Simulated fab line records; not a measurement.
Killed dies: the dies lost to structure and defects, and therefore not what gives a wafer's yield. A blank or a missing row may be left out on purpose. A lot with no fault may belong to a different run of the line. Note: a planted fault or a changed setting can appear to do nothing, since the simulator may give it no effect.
Which of the tools did it? | flow sky130 | 13 lots, 39 wafers sampled, at 3 steps of a route of 708

== WHAT THE GAUGES READ, wafer by wafer ==
SKY_VT_ADJUST_NCORE_CD_MEAS_07 targets a cd of 380 nm. Usual: 380.0 nm for cd_nm, sd 2.5.
lot  | measured     | on        | cd_nm (nm)        | flag
L832 | day 10 08:44 | cd_sem-02 | 379.9 380.5 382.8 |
L833 | day 10 21:47 | cd_sem-01 | 382.5 383.1 381.5 |
L834 | day 11 05:20 | cd_sem-02 | 381.2 380.0 381.4 |
L837 | day 11 18:05 | cd_sem-01 | 379.5 377.2 380.0 |
L839 | day 12 04:29 | cd_sem-01 | 380.2 380.7 378.4 |
L840 | day 12 14:17 | cd_sem-02 | 375.7 378.6 378.1 |
L841 | day 12 19:03 | cd_sem-02 | 381.1 380.9 379.1 |
L843 | day 13 03:11 | cd_sem-01 | 380.6 379.3 382.5 |
L844 | day 13 10:59 | cd_sem-01 | 380.1 380.9 380.6 |
L845 | day 13 16:46 | cd_sem-01 | 378.5 377.6 378.7 |
L846 | day 13 23:47 | cd_sem-01 | 382.3 379.8 378.9 |
L847 | day 14 03:22 | cd_sem-01 | 382.1 385.5 384.1 |
L852 | day 15 13:45 | cd_sem-01 | 375.5 378.2 375.6 |

SKY_SONOS_ONO_THK_MEAS_05. Usual: SONOS_ONO_CVD_04_THK typically reads 5.65 nm, with standard deviation 0.11.
lot  | measured     | on            | SONOS_ONO_CVD_04_THK (nm) | flag
L832 | day 13 11:11 | film_metro-01 | 5.72 5.63 5.59            |
L833 | day 14 03:18 | film_metro-01 | 5.69 5.59 5.69            |
L834 | day 14 12:20 | film_metro-03 | 5.75 5.72 5.85            |
L837 | day 15 02:23 | film_metro-03 | 5.52 5.57 5.55            |
L839 | day 15 15:49 | film_metro-02 | 5.52 5.54 5.45            |
L840 | day 16 01:11 | film_metro-03 | 5.56 5.58 5.54            |
L841 | day 16 06:36 | film_metro-03 | 5.52 5.55 5.59            |
L843 | day 16 14:38 | film_metro-02 | 5.47 5.46 5.50            |
L844 | day 16 23:20 | film_metro-01 | 5.63 5.75 5.74            |
L845 | day 17 09:47 | film_metro-01 | 5.62 5.79 5.62            |
L846 | day 17 12:28 | film_metro-02 | 5.74 5.62 5.74            |
L847 | day 17 18:52 | film_metro-02 | 5.52 5.61 5.47            |
L852 | day 19 08:38 | film_metro-01 | 5.73 5.74 5.75            |

== WHICH TOOL RAN EACH LOT (tool, then ch and the chambers of the sampled wafers, then the start) ==
lot  | SKY_SONOS_TUNNEL_EXPOSE_04
L832 | iline_stepper-01 ch 0, day 12 18:43
L833 | iline_stepper-01 ch 0, day 13 07:34
L834 | iline_stepper-02 ch 0, day 13 18:49
L837 | iline_stepper-01 ch 0, day 14 07:13
L839 | iline_stepper-01 ch 0, day 14 19:16
L840 | iline_stepper-01 ch 0, day 15 04:32
L841 | iline_stepper-01 ch 0, day 15 09:36
L843 | iline_stepper-02 ch 0, day 15 20:01
L844 | iline_stepper-01 ch 0, day 16 03:12
L845 | iline_stepper-01 ch 0, day 16 10:34
L846 | iline_stepper-01 ch 0, day 16 16:47
L847 | iline_stepper-01 ch 0, day 16 21:55
L852 | iline_stepper-02 ch 0, day 18 12:24
- SKY_SONOS_TUNNEL_EXPOSE_04: exposes mask TUNM, target cd 410 nm.

== AS READ BY THE TOOLS THEMSELVES (means over the sampled wafers that have a number; for cases with no such wafer, the mark the record gives instead) ==
SKY_SONOS_TUNNEL_EXPOSE_04. Usual: 136.02 for exposure_dose_mJ_cm2, sd 0.13.
lot  | tool             | exposure_dose_mJ_cm2 | flag
L832 | iline_stepper-01 | 135.86               |
L833 | iline_stepper-01 | 135.95               |
L834 | iline_stepper-02 | 135.96               |
L837 | iline_stepper-01 | 136.14               |
L839 | iline_stepper-01 | 136.14               |
L840 | iline_stepper-01 | 136.05               |
L841 | iline_stepper-01 | 136.02               |
L843 | iline_stepper-02 | 135.99               |
L844 | iline_stepper-01 | 133.33               | OFF
L845 | iline_stepper-01 | 133.35               | OFF
L846 | iline_stepper-01 | 133.86               | OFF
L847 | iline_stepper-01 | 133.82               | OFF
L852 | iline_stepper-02 | 136.04               |

== THE ANSWER, worked out from the rows above alone ==
Rule: lot off if the mean of its wafers having a number is beyond 3 standard deviations from the usual mean. Also off: a lot with no number at a reading for which 4 or more lots have one. All remaining lots with rows at the step are treated as sound. After the gauges, taken in route order, come the tools' own readings; for these a lot's mean is taken, as printed above. At the first step where some lot is off, the reading lying furthest off is the one used; lots without a number count as furthest.
Off: L844, L845, L846, L847, at SKY_SONOS_TUNNEL_EXPOSE_04 (exposure_dose_mJ_cm2).
A tool fits if, at that step or a process step before it, it ran every lot that is off, and no sound lot after the first of them. One fits: SKY_SONOS_TUNNEL_EXPOSE_04 on iline_stepper-01. Its last sound lot is L841 (day 15 09:36), its first lot that is off L844 (day 16 03:12): a fault that began between those two fits.
The tool's own readings at SKY_SONOS_TUNNEL_EXPOSE_04 bear it out: on the lots that are off they differ by more than 5 times the standard deviation of the sound lots' means. exposure_dose_mJ_cm2 reads 133.59 there against 136.02 on the sound lots.

== WHAT THE SIMULATOR HAD PUT IN ==
Drift in process parameters on iline_stepper-01 at SKY_SONOS_TUNNEL_EXPOSE_04, starting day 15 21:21. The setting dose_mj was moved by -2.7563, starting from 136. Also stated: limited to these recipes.
Struck lots among those shown: L844, L845, L846, L847. The same result came from the rule above.
